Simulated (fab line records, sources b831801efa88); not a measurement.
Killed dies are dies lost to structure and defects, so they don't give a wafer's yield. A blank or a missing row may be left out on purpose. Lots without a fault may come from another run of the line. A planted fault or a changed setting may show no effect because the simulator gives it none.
Problem report in the 8D (eight disciplines) form, filled by code | flow gf180mcu | the parts of the form that need people (team, actions taken, sign-off) are left out

1. THE PROBLEM
PSD_TW at GF_PSD_TW_MEAS_11 reads a mean of 3269 on 6 wafers of 2 lots; wafers without a fault read 3164 with a standard deviation of 17. That is +6.2 standard deviations from the usual mean.
First seen on wafer L494.3, day 17 20:32, on film_metro-01. The record holds 36 wafers of 12 lots with a number at this step. Rule for "out", or "out of limits": more than 4 standard deviations from the usual mean. The other wafers with a number count as sound.

2. WHAT IT IS AND WHAT IT IS NOT
question                    | is                     | is not
which readings at this step | PSD_TW                 | -
which lots                  | L494, L495             | L484, L487, L497, L498, L499, L501, L503, L505, L506, L507
which wafers of those lots  | all that have a number | -
read on which gauges        | film_metro-01          | film_metro-02, film_metro-03
when                        | from day 17 20:32      | up to then (6 sound wafers); but 24 sound wafers of L497, L498, L499, L501, L503, L505, L506, L507 came after

3. SUSPECTS, AND WHAT RULES EACH OUT
Counting: a tool at a process step up to the reading stays a suspect if it ran every lot that is out and no sound lot after the first of them.
- the gauge at GF_PSD_TW_MEAS_11: ruled out. All the wafers that are out were read on film_metro-01, but those of them that GF_PSD_IMPLANT_09 has rows for are out there too, on other tools.
- implanter-04 at GF_PSD_IMPLANT_09: ruled out as a lasting fault. Sound lots L503 ran on it after its first lot that is out, L494 (day 17 20:19).
- plasma_asher-02 at GF_PSD_STRIP_10 (strips in O2/N2): ruled out as a lasting fault. Sound lots L498, L499 ran on it after its first lot that is out, L494 (day 17 20:26).
Left after counting: nothing in the record.

4. THE CAUSE (what the simulator had put in)
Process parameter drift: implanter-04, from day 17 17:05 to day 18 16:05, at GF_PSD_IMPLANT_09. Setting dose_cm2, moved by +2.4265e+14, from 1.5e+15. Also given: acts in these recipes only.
Counting ruled it out, wrongly: the rule takes a fault to strike every lot that its tool runs from its start on, and this one did not.

5. THE CHAIN OF EFFECTS, in route order
Each row: a reading whose mean over the struck wafers that have a number lies more than 3 standard deviations from the usual. Only readings for which the record gives a usual standard deviation are gone through. hours: the time from each lot's start at the first step in this table that gives one to its start at this step, as a median over the lots. sigmas: the change in usual standard deviations.
hours | step              | reading                  | usual         | on struck wafers | change      | sigmas
0     | GF_PSD_IMPLANT_09 | dose_ions_cm2            | 1.4999e+15    | 1.7428e+15       | +2.4295e+14 | +99 or more
0     | GF_PSD_IMPLANT_09 | faraday_current_uA       | 8233          | 9564             | +1331       | +8.3
0     | GF_PSD_STRIP_10   | strip_time_to_endpoint_s | 16.50 s       | 17.00            | +0.50       | +11
0     | GF_PSD_TW_MEAS_11 | PSD_TW                   | 3164          | 3269             | +105        | +6.2
1     | GF_PSD_RS_MEAS_15 | PSD_RS                   | 108.70 ohm/sq | 105.92           | -2.78       | -11
The process steps in it:
- GF_PSD_IMPLANT_09
- GF_PSD_STRIP_10: strips in O2/N2.
Later measuring or inspecting steps at which every struck wafer that the step has a row for has a number for every such reading, and none has moved that far: GF_SAB_THK_MEAS_01.

6. WHAT WOULD HAVE CAUGHT IT SOONER
In this record the first reading out of limits at a measuring or inspecting step was taken at day 17 20:32, 3 hours after the fault began at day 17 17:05.
The tool's own readings at GF_PSD_IMPLANT_09 were out on every struck wafer that the step has a row for (dose_ions_cm2, faraday_current_uA): an alarm limit on them would have fired on the first of those.
